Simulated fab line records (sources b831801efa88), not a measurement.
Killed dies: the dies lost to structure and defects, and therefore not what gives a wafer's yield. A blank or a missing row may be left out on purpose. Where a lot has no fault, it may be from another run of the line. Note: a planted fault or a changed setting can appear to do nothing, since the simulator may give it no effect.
A struck lot beside a sound one | flow gf180mcu | 15 steps out of a route of 602
Sound: wafers L688.4, L688.5, L688.6. The struck wafers were L698.1, L698.2, L698.4. Last of all comes the cause.
Order at every step that has rows: each side's tool, ch and its chambers, its first start. Under that, the readings that differ: sound wafers | struck wafers | difference of the means | sigmas: that difference in standard deviations of wafers without a fault.
alike: a reading whose means differ by less than 2 such deviations, as well as words and numbers matching on both sides. not compared: withheld readings; readings where some wafer has no value; bounds like >300 that might hide an equal value; numbers whose values overlap and for which the record gives no deviation.
A row with sigmas, a row that says differs or no value, or rows on one side alone: a step with any of these is where the two part. Numbers that have no deviation but don't overlap get no sigmas and don't part them. A reading missing from all wafers of one side parts the sides only when that side holds two or more wafers.

GF_V2_BOW_MEAS_05:
  sound on filmMetro-01, day 20 17:36; struck on filmMetro-04, day 24 09:09
  alike: V2_BOW
then, 8 steps without rows for these wafers: GF_V2_DEHYDRATE_06 (time 60 s); GF_V2_HMDS_07 (prime time 60 s); GF_V2_COAT_08; GF_V2_COAT_09 (resist thk 1000 nm); GF_V2_SOFTBAKE_10 (time 60 s); GF_V2_EXPOSE_11 (exposes mask Via2, target cd 260 nm); GF_V2_PEB_12 (peb time 90 s); GF_V2_DEVELOP_13 (develop time 60 s).
GF_V2_CD_MEAS_14: target cd 260 nm.
  sound on cdSem-02, day 21 18:23; struck on cdSem-02, day 25 06:19
  alike: cdNm
GF_V2_OVL_MEAS_15:
  sound on overlay-02, day 21 18:28; struck on overlay-01, day 25 06:26
  alike: V2_OVL
GF_V2_ETCH_16: etches BARC in N2/H2.
  sound on rieDiel-01 ch 1,2, day 21 18:28; struck on rieDiel-03 ch 1,2,3, day 25 06:28
  alike: biasW, chamberPressureMTorr, drypumpMotorCurrentA, oesProductAu, rfFwdPowerW, throttleValvePct
GF_V2_ETCH_17: etches SiO2 in C4F8/O2/Ar, stops on TiN, target depth 630 nm.
  sound on rieDiel-01 ch 1,2, day 21 18:00; struck on rieDiel-03 ch 1,2,3, day 25 06:00
  no value came back on the struck wafers for biasW (W), chamberPressureMTorr (mTorr), oesProductAu (a.u.), rfFwdPowerW (W); on the sound wafers biasW (W) reads 1197 1203 1205
GF_V2_STRIP_18: strips in O2/N2.
  sound on plasmaAsher-04 ch 0,1, day 21 18:38; struck on plasmaAsher-01 ch 0,1, day 25 06:36
reading             | sound             | struck            | difference | sigmas
oesProductAu (a.u.) | 0.593 0.591 0.595 | 0.671 0.672 0.659 | +0.074     | +16
  alike: drypumpMotorCurrentA, heaterPowerW
  not compared: rfHoursCounterH
then, 1 step without rows for these wafers: GF_V2_STRIP_19 (strips in post etch residue remover, time 1200 s).

## WHERE THEY PART
Last at GF_V2_STRIP_18 as far as this record goes, first at GF_V2_ETCH_17.

WHY: what had been put in by the simulator
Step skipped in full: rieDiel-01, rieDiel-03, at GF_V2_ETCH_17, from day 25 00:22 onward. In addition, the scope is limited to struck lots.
